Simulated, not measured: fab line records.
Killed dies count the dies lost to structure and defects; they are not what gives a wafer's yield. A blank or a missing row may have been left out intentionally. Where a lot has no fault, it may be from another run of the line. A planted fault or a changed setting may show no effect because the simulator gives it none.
A lot that was struck, set against a sound lot    flow gf180mcu    14 steps out of a route of 602
Sound: the wafers L821.1, L821.4, L821.6. Wafers L813.1, L813.3, L813.4 were the ones struck. The cause is named last.
Per side, at each step with rows, come the tool, then ch with its chambers, and then its first start. Under that, the readings that differ: sound wafers    struck wafers    difference of the means    sigmas: that difference in standard deviations of wafers without a fault.
alike: same words and numbers on both sides, and readings whose means sit less than 2 such deviations apart. not compared: any withheld reading, any reading some wafer has no value for, any bound like >300 that may hide the same value, and any number with overlapping values for which the record gives no deviation.
Wherever a step has rows on one side only, a row that says differs or no value, or a row with sigmas, the two part there. Numbers that have no deviation but don't overlap get no sigmas and don't part them. A reading missing from all wafers of one side parts the sides only when that side holds two or more wafers.

first, 2 steps without rows for these wafers: GF_HV_LDD_PEB_44; GF_HV_LDD_DEVELOP_45 (develop time 60 s).
GF_HV_LDD_CD_MEAS_46 targets a cd of 400 nm.
  sound: cd-sem-02 at day 18 23:50; struck: cd-sem-02 at day 16 04:16
  alike: cd-nm
GF_HV_LDD_OVL_MEAS_47:
  sound: overlay-01 at day 18 23:58; struck: overlay-02 at day 16 04:23
reading             sound        struck          difference  sigmas
HV_LDD_03_OVL (nm)  2.5 1.1 1.0  -2.3 -4.5 -4.6  -5.3        -4
next, for these wafers, 1 step has no rows: GF_HV_LDD_IMPLANT_48.
GF_HV_LDD_STRIP_49: strips in O2/N2.
  sound on plasma-asher-01 ch 0, day 19 00:09; struck on plasma-asher-04 ch 0,1, day 16 04:34
reading                      sound           struck          difference  sigmas
drypump-motor-current-A (A)  5.36 5.35 5.36  5.96 6.08 5.94  +0.64       +2
  alike: heater-power-w, oes-product-au, strip-time-to-endpoint-s
  not compared: rf-hours-counter-h
GF_HV_LDD_TW_MEAS_50:
  sound: film-metro-02 at day 19 00:15; struck: film-metro-04 at day 16 04:40
reading      sound        struck       difference  sigmas
HV_LDD_4_TW  573 571 574  563 556 558  -14         -2
then, 1 step without rows for these wafers: GF_HV_LDD_CLEAN_51 (cleans in SC1/SC2, time 150 s).
GF_HV_LDD_RTA_52: time 10 s.
  sound on rtp-anneal-01 ch 0, day 19 00:25; struck on rtp-anneal-01 ch 0, day 16 04:46
  alike: lamp-power-pct, wafer_temp_C_max
GF_HV_LDD_RS_MEAS_53: the measuring method here is four-point-probe.
  sound: film-metro-02 at day 19 00:28; struck: film-metro-02 at day 16 04:55
  alike: HV_LDD_RS
then, 1 step without rows for these wafers: GF_HV_LDD_CVD_54 (deposits SiO2 from TEOS, target thk 10 nm, time 75 s).
GF_HV_LDD_THK_MEAS_55:
  sound: film-metro-04 at day 19 01:37; struck: film-metro-02 at day 16 06:03
  alike: HV_LDD_CVD_54_THK
GF_HV_LDD_CVD_56: deposits Si3N4 from DCS/NH3, target thk 90 nm, time 1543 s.
  sound on lpcvd-02 ch 1, day 19 01:40; struck on lpcvd-01 ch 1, day 16 06:07
  no value came back on the struck wafers for pressure-mtorr (mTorr), spike-tc-bottom-C (C), spike-tc-upper-C (C), time-s (s); on the sound wafers pressure-mtorr (mTorr) reads 250.4 249.9 249.5
GF_PASSIVATION_PROBE_99:
  sound wafers here have rows in the record (prober-01, day 34 07:25); struck ones have none

== WHERE THEY PART ==
Earliest at GF_HV_LDD_OVL_MEAS_47; latest, in this record, at GF_PASSIVATION_PROBE_99.

WHY: what the simulator had put in
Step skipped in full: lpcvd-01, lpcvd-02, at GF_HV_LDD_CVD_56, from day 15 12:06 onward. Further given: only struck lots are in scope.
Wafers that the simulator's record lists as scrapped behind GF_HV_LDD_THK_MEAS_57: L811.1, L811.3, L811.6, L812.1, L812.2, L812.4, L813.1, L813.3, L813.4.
